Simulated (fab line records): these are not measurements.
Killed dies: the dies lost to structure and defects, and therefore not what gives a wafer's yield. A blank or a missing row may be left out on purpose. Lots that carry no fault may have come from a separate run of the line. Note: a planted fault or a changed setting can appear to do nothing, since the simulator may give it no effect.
Split-lot experiment -- flow sfq_line -- 23 wafers read from 5 lots, route of 325 steps

## THE SPLIT ITSELF
At SFQ_TRILAYER_M0_LITHO_COAT_026 (resist thk 62 nm), the setting spin_rpm was moved away from the recipe's 3000 rpm on 5 of the 23 wafers read, by -6.9% to +2.9%. This setting was run at the recipe's value on the other wafers.

The reading comes from the split's own step.

## THE READING
BARC_of_TRILAYER_M0_LITHO_COAT_026.thk_nm (the simulator's own value, which no gauge read), in nm, at SFQ_TRILAYER_M0_LITHO_COAT_026 (resist thk 62 nm). The file does not state a usual value for it. Across the 18 wafers here that went through the recipe, the average is 61.99 nm and the standard deviation 0.09 nm.

wafer,"tool, chamber at the split","spin_rpm as run, rpm",against the recipe,"BARC_of_TRILAYER_M0_LITHO_COAT_026.thk_nm, nm",against lot-mates on the recipe
L077.1,"litho_track-01, 0",3000,recipe,61.83,-
L077.2,"litho_track-01, 0",3000,recipe,61.99,-
L077.3,"litho_track-01, 0",3000,recipe,61.89,-
L077.4,"litho_track-01, 0",3000,recipe,61.8,-
L077.5,"litho_track-01, 0",3000,recipe,61.95,-
L078.1,"litho_track-01, 0",2792,-6.9%,64.09,+2.01
L078.2,"litho_track-01, 0",2792,-6.9%,64.07,+1.99
L078.3,"litho_track-01, 0",3000,recipe,62.05,-
L078.4,"litho_track-01, 0",3000,recipe,62.11,-
L078.6,"litho_track-01, 0",2792,-6.9%,64.18,+2.10
L079.1,"litho_track-02, 0",3000,recipe,61.95,-
L079.2,"litho_track-02, 0",3000,recipe,61.94,-
L079.3,"litho_track-02, 0",3088,+2.9%,60.99,-0.98
L079.4,"litho_track-02, 0",3088,+2.9%,61.33,-0.64
L079.6,"litho_track-02, 0",3000,recipe,62.01,-
L081.1,"litho_track-01, 0",3000,recipe,61.99,-
L081.2,"litho_track-01, 0",3000,recipe,62.02,-
L081.4,"litho_track-01, 0",3000,recipe,62.01,-
L081.5,"litho_track-01, 0",3000,recipe,62.08,-
L081.6,"litho_track-01, 0",3000,recipe,62.04,-
L085.3,"litho_track-01, 0",3000,recipe,62.12,-
L085.4,"litho_track-01, 0",3000,recipe,61.9,-
L085.6,"litho_track-01, 0",3000,recipe,62.11,-

THE FIT
A straight line over all 23 wafers: BARC_of_TRILAYER_M0_LITHO_COAT_026.thk_nm changes by -0.303 nm for each +1% of spin_rpm; r = -0.99; the points scatter about the line by 0.1 nm.
The same after taking each lot's own level away (the mean of its wafers on the recipe; 23 wafers): -0.291 nm for each +1%; r = -0.99; scatter 0.08 nm.
That fit puts the effect of the largest move of spin_rpm on the reading at 2 nm.
Measured against the standard deviation above, the lots' own levels, which go from 61.892 to 62.080 nm, span 2.1 times it.
The two slopes agree, so the slope changes little with the lot-to-lot level.
Check: for one of the wafers moved furthest among these (-6.9%), held out of the fit, the line's prediction against its lot-mates is +2.03 nm. Against them it came out at +2.01 nm.

## THE OTHER SPLITS THESE WAFERS WENT THROUGH
Other splits were also applied to these wafers ahead of the reading. Each is held against what the fit with the lots' levels taken away leaves over:
other split on the same wafers,wafers away from the commonest value,r with BARC_of_TRILAYER_M0_LITHO_COAT_026.thk_nm (lot level and that fit taken away)
SFQ_TRILAYER_INCOMING_OXIDATION_002 ox_time_s,18,+0.04
SFQ_TRILAYER_L0_LITHO_COAT_005 resist_thk_nm,8,-0.01
SFQ_TRILAYER_L0_VIA_LITHO_EXPOSE_014 dose_mj,10,+0.10
SFQ_TRILAYER_M0_DEP_SPUTTER_019 time_s,11,-0.18

## THE WHOLE CHAIN: every reading that the file lists as answering this split, in the file's order
step,what it does,reading,change (the file's fit),r (the file's)
SFQ_TRILAYER_M0_LITHO_COAT_026,resist thk 62 nm,"BARC_of_TRILAYER_M0_LITHO_COAT_026.thk_nm (the simulator's own value, which no gauge read)",-0.29 nm for each +1% of the setting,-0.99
SFQ_TRILAYER_M0_BARC_OPEN_METAL_ETCH_031,"etches BARC in O2, target depth 125 nm, time 41.7 s","KrF_of_TRILAYER_M0_LITHO_COAT_021.thk_nm (the simulator's own value, which no gauge read)","+0.545 nm for each +1% of the setting, in a fit together with icp_w@TRILAYER_M0_BARC_OPEN_METAL_ETCH_031",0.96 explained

## FILE'S OWN FIT
BARC_of_TRILAYER_M0_LITHO_COAT_026.thk_nm changes by -0.29 nm for each +1% of spin_rpm, r = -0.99.
